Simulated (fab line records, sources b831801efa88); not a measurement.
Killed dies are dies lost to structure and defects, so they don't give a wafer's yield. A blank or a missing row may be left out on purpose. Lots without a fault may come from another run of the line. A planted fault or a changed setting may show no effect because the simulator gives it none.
Chamber matching | flow gf180mcu | GF_V3_ETCH_16 on rie_diel-04: 4 sister chambers
The step etches BARC in N2/H2. 18 wafers are shown with their chamber, then 9 later ones without.

WAFERS WITH THEIR CHAMBER
wafer  | chamber | drypump_motor_current_A (A) | oes_product_au (a.u.) | throttle_valve_pct (%)
L075.2 | 0       | 5.4                         | 0.857                 | 13.224
L075.3 | 3       | 5.4                         | 0.849                 | 13.216
L075.6 | 3       | 5.4                         | 0.854                 | 13.202
L083.3 | 0       | 5.3                         | 0.862                 | 13.221
L083.4 | 3       | 5.4                         | 0.861                 | 13.204
L083.5 | 1       | 6.2                         | 0.860                 | 13.228
L084.1 | 3       | 5.5                         | 0.857                 | 13.221
L084.2 | 2       | 5.2                         | 0.861                 | 13.224
L084.5 | 0       | 5.3                         | 0.861                 | 13.221
L086.1 | 1       | 6.2                         | 0.866                 | 13.218
L086.2 | 2       | 5.2                         | 0.853                 | 13.212
L086.4 | 0       | 5.4                         | 0.856                 | 13.232
L088.1 | 0       | 5.4                         | 0.854                 | 13.216
L088.3 | 2       | 5.2                         | 0.852                 | 13.216
L088.4 | 1       | 6.2                         | 0.861                 | 13.213
L089.2 | 0       | 5.4                         | 0.857                 | 13.204
L089.3 | 1       | 6.2                         | 0.863                 | 13.233
L089.5 | 2       | 5.2                         | 0.849                 | 13.233

SIGNATURES (means of the wafers above)
reading                 | chamber 0 | chamber 1 | chamber 2 | chamber 3 | scatter within a chamber
drypump_motor_current_A | 5.367     | 6.200     | 5.200     | 5.425     | 0.0386
oes_product_au          | 0.85783   | 0.86250   | 0.85375   | 0.85525   | 0.00399
throttle_valve_pct      | 13.21967  | 13.22300  | 13.22125  | 13.21075  | 0.00925
Rule: a wafer's distance from a chamber is the root of the sum, over the readings, of the square of ((its reading less the chamber's mean) divided by the reading's scatter). The wafer belongs to the nearest chamber; if the next one is less than 2 further off, it can't be placed. The scatter: the root of (the sum of the squares of (reading less its chamber's mean) over the shown wafers, divided by (wafers less chambers)).

WAFERS WITHOUT THEIR CHAMBER
wafer  | drypump_motor_current_A (A) | oes_product_au (a.u.) | throttle_valve_pct (%)
L090.3 | 5.5                         | 0.854                 | 13.231
L090.4 | 6.2                         | 0.857                 | 13.219
L090.6 | 6.2                         | 0.856                 | 13.217
L096.3 | 5.4                         | 0.846                 | 13.216
L096.5 | 5.2                         | 0.854                 | 13.239
L096.6 | 5.4                         | 0.853                 | 13.222
L097.1 | 6.2                         | 0.859                 | 13.218
L097.2 | 5.4                         | 0.854                 | 13.219
L097.4 | 5.2                         | 0.854                 | 13.229

WHICH CHAMBER EACH WENT THROUGH
wafer  | from the rows above     | in truth
L090.3 | can't be placed: 3 or 0 | 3
L090.4 | 1                       | 1
L090.6 | 1                       | 1
L096.3 | can't be placed: 3 or 0 | 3
L096.5 | 2                       | 2
L096.6 | can't be placed: 3 or 0 | 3
L097.1 | 1                       | 1
L097.2 | can't be placed: 3 or 0 | 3
L097.4 | 2                       | 2
Placed correctly: 5 of 9. Can't be placed from these rows: 4 (the true chamber is among the candidates in 4). Placed wrongly: 0.
